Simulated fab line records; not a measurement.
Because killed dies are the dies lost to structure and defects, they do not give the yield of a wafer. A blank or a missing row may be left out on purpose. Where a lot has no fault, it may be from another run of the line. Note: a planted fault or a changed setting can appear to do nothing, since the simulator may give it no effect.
Chamber matching / flow gf180mcu / GF_V5_CVD_02 on pecvd-03 has 3 sister chambers
The step deposits SiO2 from TEOS, target thk 1450 nm, time 163.28 s. 3 wafers are shown with their chamber, then 9 later ones without.

## WAFERS PAIRED WITH THEIR CHAMBERS
wafer=L088.2; chamber=0; heater-power-w (W)=521
wafer=L088.3; chamber=2; heater-power-w (W)=574
wafer=L088.5; chamber=1; heater-power-w (W)=512

## WAFERS WITH NO CHAMBER GIVEN
wafer=L089.2; heater-power-w (W)=598
wafer=L089.5; heater-power-w (W)=654
wafer=L089.6; heater-power-w (W)=440
wafer=L091.2; heater-power-w (W)=620
wafer=L091.5; heater-power-w (W)=638
wafer=L091.6; heater-power-w (W)=495
wafer=L096.2; heater-power-w (W)=520
wafer=L096.3; heater-power-w (W)=627
wafer=L096.4; heater-power-w (W)=571

## WHICH CHAMBER EACH ONE RAN IN
wafer=L089.2; from the rows above=can't be placed: 2 or 0 or 1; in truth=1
wafer=L089.5; from the rows above=can't be placed: 2 or 0 or 1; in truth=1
wafer=L089.6; from the rows above=can't be placed: 1 or 0 or 2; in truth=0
wafer=L091.2; from the rows above=can't be placed: 2 or 0 or 1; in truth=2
wafer=L091.5; from the rows above=can't be placed: 2 or 0 or 1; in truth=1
wafer=L091.6; from the rows above=can't be placed: 1 or 0 or 2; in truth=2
wafer=L096.2; from the rows above=can't be placed: 0 or 1 or 2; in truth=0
wafer=L096.3; from the rows above=can't be placed: 2 or 0 or 1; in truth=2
wafer=L096.4; from the rows above=can't be placed: 2 or 0 or 1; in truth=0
Correct placement for 0 of the 9. Unplaceable from these rows: 9, with the true chamber sitting among the candidates in 9. 0 placed wrongly.
How it was worked out, from the rows above alone: a wafer's distance from a chamber is the root of the sum, over the readings, of the square of ((its reading less the chamber's mean) divided by the reading's scatter). The wafer belongs to the nearest chamber; if the next one is less than 2 further off, it can't be placed. A chamber's mean is the mean of its shown wafers. The scatter: root of mean squared gap, hidden wafer to nearest shown wafer, with one shown wafer a chamber.
